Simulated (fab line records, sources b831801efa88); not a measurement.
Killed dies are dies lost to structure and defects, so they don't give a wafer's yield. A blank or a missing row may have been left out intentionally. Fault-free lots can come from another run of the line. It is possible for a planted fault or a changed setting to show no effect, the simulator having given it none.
Which of the tools did it?    flow sky130    11 lots, 33 wafers sampled, at 2 steps of a route of 708

== WHAT THE GAUGES SHOWED, per wafer ==
SKY_SONOS_TUNNEL_TW_MEAS_12.
lot   measured      on            SONOS_TUNNEL_TW
L470  day 12 10:28  filmMetro-02  194.7 193.7 193.8
L471  day 12 15:29  filmMetro-04  196.8 196.2 195.9
L472  day 12 20:35  filmMetro-04  196.4 195.5 196.6
L473  day 13 06:53  filmMetro-02  193.7 193.7 192.9
L474  day 13 21:05  filmMetro-04  198.5 199.5 198.3
L477  day 14 15:02  filmMetro-04  196.6 197.4 197.4
L484  day 16 09:39  filmMetro-01  146.9 145.9 147.5 147.4 145.9 146.9
L485  day 16 16:36  filmMetro-02  144.6 144.2 144.7 145.1 144.0 145.2
L488  day 17 12:22  filmMetro-04  197.0 197.4 198.1
L490  day 18 02:52  filmMetro-04  197.9 197.5 198.5
L493  day 19 03:49  filmMetro-02  194.5 196.0 194.6

== WHICH TOOL RAN EACH LOT (tool, then ch and the chambers of the sampled wafers, then the start) ==
lot   SKY_SONOS_TUNNEL_IMPLANT_09
L470  implanter-02 ch 0, day 12 10:01
L471  implanter-02 ch 0, day 12 15:04
L472  implanter-01 ch 0, day 12 20:10
L473  implanter-02 ch 0, day 13 06:15
L474  implanter-02 ch 0, day 13 20:40
L477  implanter-02 ch 0, day 14 14:37
L484  implanter-02 ch 0, day 16 09:07
L485  implanter-02 ch 0, day 16 16:02
L488  implanter-03 ch 0, day 17 11:58
L490  implanter-01 ch 0, day 18 02:28
L493  implanter-02 ch 0, day 19 02:57
- SKY_SONOS_TUNNEL_IMPLANT_09

== THE ANSWER, worked out from the rows above alone ==
Rule: usual is defined by the lots themselves. Put in order of their means at a reading, lots are off if they are a third of the lots or fewer, leave a main group of 4 or more, and stand apart from it by a gap of 3 or more times the standard deviation of the main group's means; of several such gaps the widest counts. A main group is skipped when, at the precision printed for the reading in the tables above, its means are all equal. Also off: a lot with no number at a reading for which 4 or more lots have one. The other lots that the step has rows for count as sound.
Off: L484, L485, at SKY_SONOS_TUNNEL_TW_MEAS_12 (SONOS_TUNNEL_TW). The main group has a mean of 196.3 with a standard deviation of 1.7.
A tool fits if, at a process step before that reading, it ran every lot that is off, and no sound lot after the first of them. Those tools and the gauges at SKY_SONOS_TUNNEL_TW_MEAS_12 are tried in the same way. Of those tried, none fits.

== WHAT WAS PUT IN BY THE SIMULATOR ==
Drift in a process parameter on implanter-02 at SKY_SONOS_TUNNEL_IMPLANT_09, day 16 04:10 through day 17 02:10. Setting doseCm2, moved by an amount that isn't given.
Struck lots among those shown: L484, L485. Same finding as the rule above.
